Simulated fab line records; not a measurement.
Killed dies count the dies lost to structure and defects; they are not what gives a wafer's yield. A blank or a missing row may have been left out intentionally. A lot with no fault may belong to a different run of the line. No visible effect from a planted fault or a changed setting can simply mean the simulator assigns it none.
fab line records	flow sky130
[record] lots = 13	wafers = 39	last_day = 50
route steps=708 shown FIELD_ISO@24 LDD_N@247 SD_N@354 LI_CONTACT@377
lots that met no fault: from a run of the same line without faults
start_h: the number of hours between the record's first day and the start of the first shown wafer of the lot	wait_h: time in hours since the lot's previous step	" repeats the value in the row above	L1.1+2: a single row standing in for several wafers	- no value, or no start was given	* or withheld: withheld	< > ~ a bound
route shown NAME@n: a module of which the file shows steps, and the number in the route of the first	usual: mean/standard deviation of fault-free wafers	same: alike in all rows	chamber/n: place in a boat	sites: each site's reading	_std_site: standard deviation across them	_edge_site: the outer-site mean with the inner-site mean subtracted	radius_mm: how far each site lies from the wafer's centre	mask NAME#n: copy n	behind: the most recent tool/chamber to have shaped the wafer	hold: what put the lot on hold/how long, in hours/how the hold closed	device: the transistor (n, p or np) that didn't switch	end of line: the same wafers' tests at the end of the route	step lacking rows: just its recipe	killed: count of dies lost to structure and defects at first sort (not the wafer's yield)	map: per-die view of a wafer (x killed, . not killed, _ where there is no die)
set.NAME: the setting the step ran with; set.NAME@STEP: the setting that earlier step ran with	model.NAME: the simulator's own value behind a step, which no gauge read
the route's steps for a sample of lots (tables are steps, rows are wafers)
services: from which hour (start_h, from the record's first day; less than 0 if before it) a tool's chamber was out of use, for how many hours, and why
[[steps]]
[step SKY_FIELD_ISO_THK_MEAS_23]
[recipe] reads = SiO2_of_FIELD_ISO_OXIDATION_22
[usual] FIELD_ISO_OXIDATION_01_THK = 10.05/0.2
lot.wafer	tool	chamber	start_h	wait_h	FIELD_ISO_OXIDATION_01_THK[nm]
L977.1	film_metro-01	-	34.95	0.0	9.89
L977.3	"	-	"	"	9.85
L977.5	"	-	"	"	10.03
L978.1	film_metro-02	-	39.50	0.0	9.88
L978.2	"	-	"	"	9.88
L978.3	"	-	"	"	9.83
L979.2	film_metro-01	-	43.58	0.0	9.93
L979.3	"	-	"	"	9.83
L979.4	"	-	"	"	9.86
L981.2	film_metro-01	-	54.18	0.0	9.85
L981.3	"	-	"	"	9.70
L981.5	"	-	"	"	10.00
L982.2	film_metro-01	-	58.56	0.0	10.09
L982.3	"	-	"	"	10.06
L982.5	"	-	"	"	10.20
L983.2	film_metro-02	-	64.24	0.0	9.96
L983.4	"	-	"	"	9.87
L983.5	"	-	"	"	10.01
L986.1	film_metro-01	-	79.51	0.0	9.76
L986.4	"	-	"	"	9.70
L986.6	"	-	"	"	9.68
L987.1	film_metro-01	-	86.12	0.0	9.86
L987.2	"	-	"	"	9.85
L987.6	"	-	"	"	9.93
L990.3	film_metro-03	-	103.48	0.0	10.10
L990.4	"	-	"	"	10.05
L990.6	"	-	"	"	10.08
L991.1	film_metro-02	-	108.80	0.0	9.93
L991.3	"	-	"	"	9.88
L991.5	"	-	"	"	9.94
L993.1	film_metro-02	-	116.02	0.0	9.78
L993.2	"	-	"	"	9.79
L993.5	"	-	"	"	10.07
L995.1	film_metro-02	-	126.47	0.0	10.54
L995.3	"	-	"	"	10.37
L995.4	"	-	"	"	10.41
L100.2	film_metro-02	-	152.04	0.0	10.24
L100.4	"	-	"	"	10.15
L100.6	"	-	"	"	10.14
[step SKY_LDD_N_IMPLANT_10]
[recipe] species = As	energy_kev = 20	dose_cm2 = 7.5e+13	tilt_deg = withheld	rotation_deg = 203
[usual] dose_ions_cm2 = 7.499e+13/8e+10	faraday_current_uA = 423/8.1	rotation_deg = 202.99/0.062
lot.wafer	tool	chamber	start_h	wait_h	dose_ions_cm2	faraday_current_uA	rotation_deg
L979.2	implanter-02	0	438.43	0.1	7.502e+13	429	202.94
L979.3	"	0	"	"	7.49e+13	420	203.06
L979.4	"	0	"	"	7.489e+13	423	202.95
L978.1	implanter-04	0	438.71	0.1	7.486e+13	429	203.03
L978.2	"	0	"	"	7.495e+13	429	203.05
L978.3	"	0	"	"	7.502e+13	425	203.01
L977.1	implanter-03	0	438.72	0.1	7.505e+13	412	202.89
L977.3	"	0	"	"	7.499e+13	425	202.96
L977.5	"	0	"	"	7.502e+13	432	202.85
L981.2	implanter-03	0	447.03	0.1	7.496e+13	430	202.91
L981.3	"	0	"	"	7.493e+13	422	202.98
L981.5	"	0	"	"	7.502e+13	429	203.06
L982.2	implanter-04	0	447.32	0.1	7.51e+13	432	202.94
L982.3	"	0	"	"	7.497e+13	407	202.92
L982.5	"	0	"	"	7.489e+13	421	202.95
L983.2	implanter-02	0	461.79	0.1	7.503e+13	431	202.97
L983.4	"	0	"	"	7.495e+13	432	202.93
L983.5	"	0	"	"	7.506e+13	413	203.01
L986.1	implanter-02	0	481.45	0.1	7.5e+13	407	203.05
L986.4	"	0	"	"	7.502e+13	436	203.02
L986.6	"	0	"	"	7.501e+13	432	202.98
L987.1	implanter-03	0	518.51	0.1	7.504e+13	416	202.91
L987.2	"	0	"	"	7.479e+13	409	202.91
L987.6	"	0	"	"	7.509e+13	413	202.99
L990.3	implanter-04	0	525.35	0.1	7.491e+13	417	203.05
L990.4	"	0	"	"	7.493e+13	419	203.02
L990.6	"	0	"	"	7.499e+13	408	203.09
L993.1	implanter-02	0	542.22	0.1	7.497e+13	418	202.96
L993.2	"	0	"	"	7.499e+13	425	202.91
L993.5	"	0	"	"	7.501e+13	414	202.99
L991.1	implanter-04	0	543.80	0.1	6.455e+13	349	203.03
L991.3	"	0	"	"	6.456e+13	356	202.94
L991.5	"	0	"	"	6.453e+13	360	203.01
L995.1	implanter-04	0	551.87	0.1	6.45e+13	377	203.03
L995.3	"	0	"	"	6.459e+13	374	202.98
L995.4	"	0	"	"	6.455e+13	361	202.99
L100.2	implanter-03	0	599.74	0.1	7.495e+13	419	202.99
L100.4	"	0	"	"	7.506e+13	409	202.89
L100.6	"	0	"	"	7.511e+13	420	202.93
[step SKY_SD_N_TW_MEAS_12]
[usual] SD_N_TW = 3952/41
lot.wafer	tool	chamber	start_h	wait_h	SD_N_TW
L979.2	film_metro-04	-	678.70	0.1	3915
L979.3	"	-	"	"	3907
L979.4	"	-	"	"	3898
L978.1	film_metro-04	-	680.89	0.1	3911
L978.2	"	-	"	"	3910
L978.3	"	-	"	"	3916
L977.1	film_metro-04	-	681.42	0.1	3915
L977.3	"	-	"	"	3923
L977.5	"	-	"	"	3908
L981.2	film_metro-03	-	684.28	0.1	3963
L981.3	"	-	"	"	3960
L981.5	"	-	"	"	3958
L982.2	film_metro-01	-	685.38	0.1	3974
L982.3	"	-	"	"	3975
L982.5	"	-	"	"	3969
L983.2	film_metro-01	-	698.34	0.1	4008
L983.4	"	-	"	"	4010
L983.5	"	-	"	"	3999
L986.1	film_metro-04	-	717.74	0.1	3894
L986.4	"	-	"	"	3884
L986.6	"	-	"	"	3885
L987.1	film_metro-03	-	750.23	0.1	3976
L987.2	"	-	"	"	3978
L987.6	"	-	"	"	3988
L990.3	film_metro-04	-	755.96	0.1	3926
L990.4	"	-	"	"	3949
L990.6	"	-	"	"	3930
L993.1	film_metro-04	-	770.47	0.1	3946
L993.2	"	-	"	"	3929
L993.5	"	-	"	"	3954
L991.1	film_metro-01	-	773.99	0.1	4001
L991.3	"	-	"	"	4000
L991.5	"	-	"	"	4007
L995.1	film_metro-03	-	779.34	0.1	3985
L995.3	"	-	"	"	3962
L995.4	"	-	"	"	3954
L100.2	film_metro-03	-	821.13	0.1	3988
L100.4	"	-	"	"	3999
L100.6	"	-	"	"	3999
[step SKY_LI_CONTACT_ETCH_15]
[recipe] target = PSG	chemistry = C4F8/O2/Ar	stop_on = Si	taper_deg = 4.15	mask_material = KrF-thick	source_w = 1500	bias_w = 1200	pressure_mtorr = 40	c4f8_flow_sccm = withheld	O2_flow_sccm = 6	Ar_flow_sccm = 300	time_s = withheld	target_depth_a = 6000
[usual] chamber_pressure_mTorr = 40.00/0.036	oes_product_au = 0.837/0.0046
lot.wafer	tool	chamber	start_h	wait_h	chamber_pressure_mTorr	oes_product_au
L979.2	rie_diel-04	1	707.56	0.0	40.01	0.847
L979.3	"	2	"	"	40.07	0.831
L979.4	"	0	"	"	40.01	0.839
L978.1	rie_diel-02	1	709.57	0.0	40.00	0.837
L978.2	"	2	"	"	40.04	0.841
L978.3	"	0	"	"	40.02	0.836
L977.1	rie_diel-03	0	710.37	0.0	40.06	0.835
L977.3	"	1	"	"	40.03	0.843
L977.5	"	1	"	"	40.06	0.834
L981.2	rie_diel-04	0	713.02	0.0	40.01	0.834
L981.3	"	2	"	"	39.99	0.841
L981.5	"	2	"	"	40.04	0.835
L982.2	rie_diel-03	3	714.02	0.0	39.95	0.838
L982.3	"	1	"	"	40.09	0.842
L982.5	"	1	"	"	39.98	0.836
L983.2	rie_diel-03	0	726.72	0.0	40.01	0.834
L983.4	"	1	"	"	40.02	0.838
L983.5	"	2	"	"	40.00	0.828
L986.1	rie_diel-02	3	746.87	0.0	40.01	0.840
L986.4	"	1	"	"	39.97	0.838
L986.6	"	1	"	"	40.05	0.839
L987.1	rie_diel-04	0	778.62	0.0	39.96	0.837
L987.2	"	3	"	"	39.98	0.828
L987.6	"	3	"	"	40.07	0.837
L990.3	rie_diel-04	3	783.96	0.0	39.91	0.849
L990.4	"	3	"	"	39.94	0.836
L990.6	"	0	"	"	40.04	0.832
L993.1	rie_diel-03	1	798.26	0.0	40.00	0.838
L993.2	"	2	"	"	40.02	0.830
L993.5	"	2	"	"	40.00	0.843
L991.1	rie_diel-04	2	801.27	0.0	39.96	0.837
L991.3	"	1	"	"	40.00	0.850
L991.5	"	0	"	"	39.96	0.834
L995.1	rie_diel-03	2	806.31	0.0	40.00	0.833
L995.3	"	0	"	"	39.98	0.830
L995.4	"	1	"	"	39.96	0.829
L100.2	rie_diel-02	0	843.12	0.0	40.04	0.835
L100.4	"	1	"	"	40.05	0.840
L100.6	"	0	"	"	40.00	0.840
[[services]]
tool	chamber	start_h	hours	kind
implanter-04	-	433.40	4.1	repair
rie_diel-04	2	443.44	5.8	repair
rie_diel-04	0	461.20	12.0	repair
rie_diel-03	-	514.85	0.3	repair
rie_diel-03	2	529.80	3.3	repair
implanter-04	-	532.23	3.4	repair
rie_diel-04	0	550.24	1.2	repair
rie_diel-04	2	575.81	6.3	repair
rie_diel-03	1	583.44	10.1	repair
rie_diel-03	3	588.05	16.3	repair
rie_diel-03	0	591.32	7.5	repair
rie_diel-04	2	596.84	4.8	repair
rie_diel-04	0	598.97	8.0	repair
implanter-04	-	610.42	1.5	repair
rie_diel-04	0	631.77	2.0	repair
rie_diel-04	1	631.81	9.6	repair
rie_diel-03	0	642.48	4.2	repair
rie_diel-03	3	645.35	2.8	repair
rie_diel-04	3	647.40	9.4	repair
rie_diel-04	-	648.40	0.2	repair
rie_diel-03	3	654.98	14.0	repair
implanter-04	-	664.30	5.8	pm
rie_diel-03	3	764.95	37.4	repair
rie_diel-03	1	769.41	5.6	repair
[[key]]
[first_sign] step = SKY_LDD_N_IMPLANT_10	reading = dose_ions_cm2	direction = down	sigmas = 99+	usual = *	struck = *
[effect] step = SKY_LDD_N_IMPLANT_10	reading = faraday_current_uA	direction = down	sigmas = 7.4	usual = 423	struck = 363
met_at SKY_LDD_N_IMPLANT_10
struck_lots L991,L995
tester_left_out L991,L995
not_acting_at SKY_FIELD_ISO_THK_MEAS_23,SKY_SD_N_TW_MEAS_12,SKY_LI_CONTACT_ETCH_15
onset_between 525.35 543.80
[fault] kind = process_parameter_drift	tool = implanter-04	chamber = -	onset_h = 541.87	steps = SKY_LDD_N_IMPLANT_10	channel = dose_cm2	offset = *	shape = step	end_h = 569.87	acts_in = *	stated = *
// tester_left_out: of these lots the tester's yield and bins aren't shown, on N5 and GAA mostly nor the transistor test; their killed dies are dies lost to structure and defects alone, not to doping, threshold or leakage, so they don't give the yield
